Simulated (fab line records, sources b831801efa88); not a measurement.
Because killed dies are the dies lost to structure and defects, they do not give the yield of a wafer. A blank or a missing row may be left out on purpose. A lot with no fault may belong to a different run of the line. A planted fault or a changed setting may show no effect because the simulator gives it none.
Problem report, 8D (eight disciplines) form, completed by code + flow gf180mcu + the parts of the form that need people (team, actions taken, sign-off) are left out

== 1. WHAT IS WRONG ==
Wafers without a fault read 89.26 s, standard deviation 0.15; run length s at GF_VT_IMPLANT_SOFTBAKE_14 reads a mean of 97.44 s on 4 wafers belonging to 3 lots. Measured from the usual mean, that is +55 standard deviations.
The step: time 60 s.
Seen first at day 8 04:56 on litho track-02, wafer L866.4. The record holds 37 wafers of 13 lots with a number at this step. Rule for "out", or "out of limits": more than 4 standard deviations from the usual mean. All remaining wafers that have a number are taken as sound.

== 2. WHAT THIS IS AND IS NOT ==
| question                    | is                             | is not                                                                                                         |
|-----------------------------|--------------------------------|----------------------------------------------------------------------------------------------------------------|
| which readings at this step | run length s                   | chill plate temp C                                                                                             |
| which lots                  | L866, L867, L868               | L858, L859, L860, L861, L872, L875, L876, L877, L879, L880                                                     |
| which wafers of those lots  | L866.4, L867.2, L867.4, L868.4 | L866.1, L867.6, L868.5                                                                                         |
| read on which tools         | litho track-02                 | litho track-01, litho track-03                                                                                 |
| when                        | from day 8 04:56               | up to then (13 sound wafers); but 20 sound wafers of L867, L868, L872, L875, L876, L877, L879, L880 came after |

== 3. WHAT RULES OUT EACH SUSPECT ==
Counting: if a tool at a process step up to the reading ran every lot that is out, it stays a suspect. Sound lots after the first of them don't rule it out here, since some wafers of a struck lot are sound.
- litho track-02 at GF_VT_IMPLANT_SOFTBAKE_14 (time 60 s): kept. It ran every lot that is out, first L866 (day 8 04:56). Its own run length s readings are out on those wafers.
The count leaves litho track-02 at GF_VT_IMPLANT_SOFTBAKE_14.

== 4. THE CAUSE (what the simulator had put in) ==
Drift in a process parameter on litho track-02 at GF_VT_IMPLANT_SOFTBAKE_14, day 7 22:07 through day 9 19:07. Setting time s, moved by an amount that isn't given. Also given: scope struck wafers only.
After counting, this tool was the only one left.

== 5. SEQUENCE OF EFFECTS, ordered by route ==
One row per reading whose mean, taken over the struck wafers that have a number, lies over 3 standard deviations from the usual. Readings are gone through only where the record gives a usual standard deviation; hours: the median, over the lots, of the time from a lot's start at the first step in this table giving one to that lot's start at this step; sigmas: the change measured in usual standard deviations.
| hours | step                      | reading      | usual   | on struck wafers | change | sigmas |
|-------|---------------------------|--------------|---------|------------------|--------|--------|
| 0     | GF_VT_IMPLANT_SOFTBAKE_14 | run length s | 89.26 s | 97.44            | +8.18  | +55    |
It contains these process steps:
- GF_VT_IMPLANT_SOFTBAKE_14: time 60 s.
Later measuring or inspecting steps at which every struck wafer that the step has a row for has a number for every such reading, and none has moved that far: GF_VT_IMPLANT_TW_MEAS_32, GF_PASSIVATION_THK_MEAS_01.

== 6. HOW IT WOULD HAVE BEEN CAUGHT EARLIER ==
The fault began at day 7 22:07; the first out-of-limits reading in this record came at day 8 04:56, 7 hours later.
